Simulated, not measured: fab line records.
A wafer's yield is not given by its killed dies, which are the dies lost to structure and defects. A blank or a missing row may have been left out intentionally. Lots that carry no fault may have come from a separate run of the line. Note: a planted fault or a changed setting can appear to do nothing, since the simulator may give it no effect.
fab line records -- flow sky130
record lots=10, wafers=29, last_day=50
route steps=708 shown LOCAL_INTERCONNECT@399 CONTACT@407 METAL2@485
lots untouched by any fault: they come from a run of this same line in which no faults occurred
start_h: hours from the record's opening day to when the first of the lot's shown wafers began -- wait_h: hours elapsed since this lot's preceding step -- " identical to the entry in the row above -- L1.1+2: several wafers, shown together as one row -- - no value, or no start given -- * or withheld: withheld -- < > ~ a bound
route shown NAME@n: NAME is a module with steps in the file, n the number in the route of the first one -- usual: the fault-free wafers' mean and standard deviation -- same: alike in all rows -- chamber/n: place in a boat -- sites: each site's reading -- _std_site: their standard deviation -- _edge_site: outer sites' mean less inner sites' -- radius_mm: how far each site lies from the wafer's centre -- mask NAME#n: copy n -- behind: the most recent tool/chamber to have shaped the wafer -- hold: reason for holding the lot/hours on hold/outcome of the hold -- device: whichever transistor did not switch (one of n, p or np) -- end of line: at the end of the route, the tests of the same wafers -- for a step that has no rows: nothing shown but its recipe -- killed: the dies lost at the first sort to structure and to defects; this is not the yield of the wafer -- map: dies across one wafer; x = killed, . = not, _ = none there
set.NAME: setting as actually run; set.NAME@STEP: the setting as run at that earlier step -- model.NAME: the simulator's own value behind a step, which no gauge read
the route's steps for a sample of lots (tables are steps, rows are wafers)
services: the hour from which a tool's chamber was out of use, counted from the record's first day as start_h (under 0 if before that day), plus the number of hours and why
## steps
# step SKY_LOCAL_INTERCONNECT_OVL_MEAS_12
# usual LOCAL_INTERCONNECT_OVL=1/4.3
lot.wafer,tool,chamber,start_h,wait_h,LOCAL_INTERCONNECT_OVL[nm]
L754.3,overlay-02,-,723.81,0.1,4
L754.4,overlay-02,-,723.81,0.1,-4
L754.6,overlay-02,-,723.81,0.1,-4
L755.3,overlay-02,-,727.38,0.1,6
L755.4,overlay-02,-,727.38,0.1,4
L755.6,overlay-02,-,727.38,0.1,-2
L757.1,overlay-01,-,731.57,0.1,-4
L757.2,overlay-01,-,731.57,0.1,-5
L757.3,overlay-01,-,731.57,0.1,-7
L765.1,overlay-02,-,797.72,0.1,-1
L765.6,overlay-02,-,797.72,0.1,3
L770.1,overlay-02,-,829.75,0.1,-1
L770.5,overlay-02,-,829.75,0.1,2
L770.6,overlay-02,-,829.75,0.1,4
L769.1,overlay-02,-,835.38,0.1,2
L769.3,overlay-02,-,835.38,0.1,1
L769.6,overlay-02,-,835.38,0.1,0
L774.2,overlay-01,-,861.24,0.1,2
L774.4,overlay-01,-,861.24,0.1,2
L774.6,overlay-01,-,861.24,0.1,3
L775.2,overlay-02,-,867.94,0.1,-5
L775.4,overlay-02,-,867.94,0.1,2
L775.5,overlay-02,-,867.94,0.1,3
L777.1,overlay-02,-,873.27,0.1,7
L777.4,overlay-02,-,873.27,0.1,8
L777.5,overlay-02,-,873.27,0.1,6
L776.1,overlay-01,-,876.20,0.1,3
L776.2,overlay-01,-,876.20,0.1,-4
L776.4,overlay-01,-,876.20,0.1,3
# step SKY_CONTACT_THK_MEAS_01
# recipe reads=Si3N4_of_CONTACT_CVD_00
# usual CONTACT_CVD_00_THK=74.9/0.75
lot.wafer,tool,chamber,start_h,wait_h,CONTACT_CVD_00_THK[nm]
L754.3,film_metro-04,-,724.60,-,74.2
L754.4,film_metro-04,-,724.60,-,75.2
L754.6,film_metro-04,-,724.60,-,74.4
L755.3,film_metro-04,-,728.17,-,74.4
L755.4,film_metro-04,-,728.17,-,75.2
L755.6,film_metro-04,-,728.17,-,75.3
L757.1,film_metro-01,-,732.41,-,73.7
L757.2,film_metro-01,-,732.41,-,74.5
L757.3,film_metro-01,-,732.41,-,73.9
L765.1,film_metro-02,-,798.55,-,75.3
L765.6,film_metro-02,-,798.55,-,75.7
L770.1,film_metro-04,-,830.64,-,73.8
L770.5,film_metro-04,-,830.64,-,74.9
L770.6,film_metro-04,-,830.64,-,74.2
L769.1,film_metro-04,-,836.15,-,74.2
L769.3,film_metro-04,-,836.15,-,74.4
L769.6,film_metro-04,-,836.15,-,75.7
L774.2,film_metro-01,-,862.17,-,74.2
L774.4,film_metro-01,-,862.17,-,74.8
L774.6,film_metro-01,-,862.17,-,74.8
L775.2,film_metro-01,-,868.73,-,74.4
L775.4,film_metro-01,-,868.73,-,76.0
L775.5,film_metro-01,-,868.73,-,75.4
L777.1,film_metro-01,-,874.17,-,75.2
L777.4,film_metro-01,-,874.17,-,75.8
L777.5,film_metro-01,-,874.17,-,75.6
L776.1,film_metro-01,-,877.01,-,75.1
L776.2,film_metro-01,-,877.01,-,74.8
L776.4,film_metro-01,-,877.01,-,76.6
# step SKY_CONTACT_BOW_MEAS_05
# recipe mode=bow
# usual CONTACT_BOW=83/6.7
lot.wafer,tool,chamber,start_h,wait_h,CONTACT_BOW[um]
L754.3,film_metro-02,-,725.11,0.2,79
L754.4,film_metro-02,-,725.11,0.2,85
L754.6,film_metro-02,-,725.11,0.2,88
L755.3,film_metro-02,-,728.68,0.2,85
L755.4,film_metro-02,-,728.68,0.2,85
L755.6,film_metro-02,-,728.68,0.2,75
L757.1,film_metro-02,-,732.90,0.1,80
L757.2,film_metro-02,-,732.90,0.1,82
L757.3,film_metro-02,-,732.90,0.1,88
L765.1,film_metro-02,-,799.04,0.2,71
L765.6,film_metro-02,-,799.04,0.2,79
L770.1,film_metro-04,-,831.12,0.2,79
L770.5,film_metro-04,-,831.12,0.2,86
L770.6,film_metro-04,-,831.12,0.2,84
L769.1,film_metro-01,-,836.64,0.2,85
L769.3,film_metro-01,-,836.64,0.2,89
L769.6,film_metro-01,-,836.64,0.2,87
L774.2,film_metro-01,-,862.67,0.2,57
L774.4,film_metro-01,-,862.67,0.2,79
L774.6,film_metro-01,-,862.67,0.2,82
L775.2,film_metro-02,-,869.23,0.1,81
L775.4,film_metro-02,-,869.23,0.1,78
L775.5,film_metro-02,-,869.23,0.1,87
L777.1,film_metro-02,-,874.66,0.2,80
L777.4,film_metro-02,-,874.66,0.2,82
L777.5,film_metro-02,-,874.66,0.2,97
L776.1,film_metro-04,-,877.50,0.1,82
L776.2,film_metro-04,-,877.50,0.1,87
L776.4,film_metro-04,-,877.50,0.1,85
# step SKY_METAL2_SPUTTER_02
# recipe material=AlCu, target_thk_nm=250, power_w=10600, time_s=13.3, chamber_pressure_pa=0.4
# usual throttle_valve_pct=29.9/0.94
lot.wafer,tool,chamber,start_h,wait_h,throttle_valve_pct
L754.3,pvd_sputter-03,-,810.42,0.0,31.1
L754.4,pvd_sputter-03,-,810.42,0.0,29.3
L754.6,pvd_sputter-03,-,810.42,0.0,29.5
L755.3,pvd_sputter-03,-,814.02,0.0,28.8
L755.4,pvd_sputter-03,-,814.02,0.0,31.0
L755.6,pvd_sputter-03,-,814.02,0.0,29.2
L757.1,pvd_sputter-01,-,818.55,0.0,28.6
L757.2,pvd_sputter-01,-,818.55,0.0,30.9
L757.3,pvd_sputter-01,-,818.55,0.0,29.4
L765.1,pvd_sputter-03,-,880.86,0.0,29.5
L765.6,pvd_sputter-03,-,880.86,0.0,29.5
L770.1,pvd_sputter-02,-,913.36,0.0,27.8
L770.5,pvd_sputter-02,-,913.36,0.0,31.6
L770.6,pvd_sputter-02,-,913.36,0.0,27.9
L769.1,pvd_sputter-01,-,917.67,0.0,28.6
L769.3,pvd_sputter-01,-,917.67,0.0,31.0
L769.6,pvd_sputter-01,-,917.67,0.0,29.4
L774.2,pvd_sputter-02,-,941.67,0.0,31.3
L774.4,pvd_sputter-02,-,941.67,0.0,29.9
L774.6,pvd_sputter-02,-,941.67,0.0,31.6
L775.2,pvd_sputter-01,-,947.98,0.0,31.0
L775.4,pvd_sputter-01,-,947.98,0.0,31.0
L775.5,pvd_sputter-01,-,947.98,0.0,30.6
L777.1,pvd_sputter-01,-,953.68,0.0,30.7
L777.4,pvd_sputter-01,-,953.68,0.0,31.1
L777.5,pvd_sputter-01,-,953.68,0.0,28.5
L776.1,pvd_sputter-03,-,954.85,0.0,31.2
L776.2,pvd_sputter-03,-,954.85,0.0,29.3
L776.4,pvd_sputter-03,-,954.85,0.0,29.3
# step SKY_METAL2_RS_MEAS_05
# recipe thk_meas_gauge=four-point-probe, reads=TiN_of_METAL2_SPUTTER_04+Ti_of_METAL2_SPUTTER_03+AlCu_of_METAL2_SPUTTER_02+TiN_of_METAL2_SPUTTER_01+Ti_of_METAL2_SPUTTER_00
# usual METAL2_ALCU_RS=0.1258/0.0014
lot.wafer,tool,chamber,start_h,wait_h,METAL2_ALCU_RS[ohm/sq]
L754.3,film_metro-02,-,810.55,0.1,0.1241
L754.4,film_metro-02,-,810.55,0.1,0.1255
L754.6,film_metro-02,-,810.55,0.1,0.1256
L755.3,film_metro-02,-,814.15,0.1,0.1263
L755.4,film_metro-02,-,814.15,0.1,0.1230
L755.6,film_metro-02,-,814.15,0.1,0.1256
L757.1,film_metro-03,-,818.64,0.0,0.1273
L757.2,film_metro-03,-,818.64,0.0,0.1275
L757.3,film_metro-03,-,818.64,0.0,0.1278
L765.1,film_metro-02,-,880.95,0.0,0.3492
L765.6,film_metro-02,-,880.95,0.0,0.1255
L770.1,film_metro-02,-,913.45,0.0,0.1262
L770.5,film_metro-02,-,913.45,0.0,0.1270
L770.6,film_metro-02,-,913.45,0.0,0.1257
L769.1,film_metro-01,-,917.76,0.0,0.1258
L769.3,film_metro-01,-,917.76,0.0,0.1268
L769.6,film_metro-01,-,917.76,0.0,0.1268
L774.2,film_metro-01,-,941.78,0.0,0.1300
L774.4,film_metro-01,-,941.78,0.0,0.1266
L774.6,film_metro-01,-,941.78,0.0,0.1287
L775.2,film_metro-01,-,948.09,0.0,0.1260
L775.4,film_metro-01,-,948.09,0.0,0.1246
L775.5,film_metro-01,-,948.09,0.0,0.1251
L777.1,film_metro-03,-,953.77,0.0,0.1263
L777.4,film_metro-03,-,953.77,0.0,0.1264
L777.5,film_metro-03,-,953.77,0.0,0.1253
L776.1,film_metro-01,-,954.94,0.0,0.1255
L776.2,film_metro-01,-,954.94,0.0,0.1265
L776.4,film_metro-01,-,954.94,0.0,0.1272
# step SKY_METAL2_THK_MEAS_06
# recipe thk_meas_gauge=xrf, reads=AlCu_of_METAL2_SPUTTER_02
# usual METAL2_ALCU_THK=251.9/2.9
lot.wafer,tool,chamber,start_h,wait_h,METAL2_ALCU_THK[nm]
L754.3,film_metro-02,-,810.65,0.1,255.5
L754.4,film_metro-02,-,810.65,0.1,251.3
L754.6,film_metro-02,-,810.65,0.1,250.9
L755.3,film_metro-02,-,814.25,0.1,250.3
L755.4,film_metro-02,-,814.25,0.1,255.8
L755.6,film_metro-02,-,814.25,0.1,251.8
L757.1,film_metro-03,-,818.76,0.1,247.8
L757.2,film_metro-03,-,818.76,0.1,248.9
L757.3,film_metro-03,-,818.76,0.1,249.5
L765.1,film_metro-02,-,881.07,0.1,94.7
L765.6,film_metro-02,-,881.07,0.1,251.2
L770.1,film_metro-02,-,913.57,0.1,251.9
L770.5,film_metro-02,-,913.57,0.1,249.2
L770.6,film_metro-02,-,913.57,0.1,251.2
L769.1,film_metro-01,-,917.88,0.1,252.6
L769.3,film_metro-01,-,917.88,0.1,250.3
L769.6,film_metro-01,-,917.88,0.1,249.0
L774.2,film_metro-01,-,941.89,0.1,246.3
L774.4,film_metro-01,-,941.89,0.1,251.2
L774.6,film_metro-01,-,941.89,0.1,247.8
L775.2,film_metro-01,-,948.20,0.1,254.8
L775.4,film_metro-01,-,948.20,0.1,257.3
L775.5,film_metro-01,-,948.20,0.1,254.5
L777.1,film_metro-03,-,953.89,0.1,253.8
L777.4,film_metro-03,-,953.89,0.1,251.3
L777.5,film_metro-03,-,953.89,0.1,253.4
L776.1,film_metro-01,-,955.06,0.1,252.6
L776.2,film_metro-01,-,955.06,0.1,252.9
L776.4,film_metro-01,-,955.06,0.1,250.9
# step SKY_METAL2_METAL_ETCH_19
# recipe target_depth_a=3600, stop_on=SiO2, over_etch_frac=0.3, time_s=78, chemistry=Cl2/BCl3, resist_sidewall_deg=88, pressure_mtorr=10, icp_w=900, bias_w=48.5, Cl2_flow_sccm=60, bcl3_flow_sccm=30
# usual drypump_motor_current_A=5.6/0.6, oes_product_au=0.857/0.0056, throttle_valve_pct=22.264/0.0086
# same time_s=78
lot.wafer,tool,chamber,start_h,wait_h,drypump_motor_current_A,oes_product_au,rf_hours_counter_h,throttle_valve_pct
L754.3,rie_metal-01,0,837.09,0.1,4.7,0.868,-,22.259
L754.4,rie_metal-01,1,837.09,0.1,5.0,0.858,-,22.269
L754.6,rie_metal-01,0,837.09,0.1,4.7,0.861,-,22.242
L755.3,rie_metal-04,1,840.13,0.1,5.0,0.852,-,22.254
L755.4,rie_metal-04,0,840.13,0.1,6.3,0.845,-,22.265
L755.6,rie_metal-04,0,840.13,0.1,6.3,0.852,-,22.265
L757.1,rie_metal-03,0,844.51,0.0,6.1,0.855,11,22.259
L757.2,rie_metal-03,1,844.51,0.0,5.8,0.851,14,22.272
L757.3,rie_metal-03,1,844.51,0.0,5.8,0.849,-,22.274
L765.1,rie_metal-04,0,906.00,0.1,6.3,0.677,13,22.256
L765.6,rie_metal-04,0,906.00,0.1,6.3,0.859,-,22.276
L770.1,rie_metal-04,1,938.01,0.0,5.0,0.859,1,22.253
L770.5,rie_metal-04,1,938.01,0.0,5.1,0.852,-,22.260
L770.6,rie_metal-04,0,938.01,0.0,6.3,0.858,-,22.247
L769.1,rie_metal-01,0,941.79,0.1,4.7,0.856,17,22.263
L769.3,rie_metal-01,0,941.79,0.1,4.7,0.856,-,22.266
L769.6,rie_metal-01,0,941.79,0.1,4.8,0.862,-,22.265
L774.2,rie_metal-01,1,965.86,0.0,5.0,0.848,1,22.269
L774.4,rie_metal-01,0,965.86,0.0,4.7,0.859,-,22.269
L774.6,rie_metal-01,0,965.86,0.0,4.8,0.844,-,22.243
L775.2,rie_metal-01,0,971.96,0.0,4.7,0.859,19,22.277
L775.4,rie_metal-01,0,971.96,0.0,4.7,0.862,-,22.257
L775.5,rie_metal-01,1,971.96,0.0,5.0,0.858,-,22.255
L777.1,rie_metal-03,0,977.30,0.0,6.1,0.857,16,22.256
L777.4,rie_metal-03,1,977.30,0.0,5.8,0.853,-,22.260
L777.5,rie_metal-03,1,977.30,0.0,5.8,0.860,-,22.258
L776.1,rie_metal-04,1,978.80,0.0,5.0,0.858,3,22.261
L776.2,rie_metal-04,0,978.80,0.0,6.3,0.851,17,22.269
L776.4,rie_metal-04,1,978.80,0.0,5.0,0.847,-,22.264
## services
tool,chamber,start_h,hours,kind
rie_metal-04,0,858.71,23.8,repair
pvd_sputter-03,-,869.83,7.2,repair
rie_metal-04,1,900.10,-,clean
rie_metal-04,1,900.10,20.4,scheduled_down
rie_metal-04,1,900.10,20.4,vent_cycle
rie_metal-03,0,903.81,3.6,repair
rie_metal-04,-,916.82,2.8,pm
rie_metal-03,-,927.00,4.3,pm
rie_metal-03,1,932.32,-,clean
rie_metal-03,1,932.32,16.8,scheduled_down
rie_metal-03,1,932.32,16.8,vent_cycle
rie_metal-01,1,934.58,-,clean
rie_metal-01,1,934.58,15.3,scheduled_down
rie_metal-01,1,934.58,15.3,vent_cycle
pvd_sputter-03,-,960.10,5.2,repair
pvd_sputter-02,-,975.61,3.6,repair
## key
first_sign step=SKY_METAL2_RS_MEAS_05, reading=METAL2_ALCU_RS, direction=up, sigmas=99+, usual=0.1258, struck=0.3492
effect step=SKY_METAL2_THK_MEAS_06, reading=METAL2_ALCU_THK, direction=down, sigmas=54, usual=251.9, struck=94.7
effect step=SKY_METAL2_METAL_ETCH_19, reading=oes_product_au, direction=down, sigmas=32, usual=0.857, struck=0.677
met_at SKY_METAL2_SPUTTER_02
struck_lots L765
struck_wafers L765.1
not_acting_at SKY_LOCAL_INTERCONNECT_OVL_MEAS_12,SKY_CONTACT_THK_MEAS_01,SKY_CONTACT_BOW_MEAS_05
onset_between 814.02 880.86
fault kind=process_parameter_drift, tool=pvd_sputter-03, chamber=-, onset_h=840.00, steps=SKY_METAL2_SPUTTER_02, channel=target_thk_nm, offset=-156.75, shape=step, end_h=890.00, scope=struck_wafers_only, acts_in=these_recipes_only, stated=250
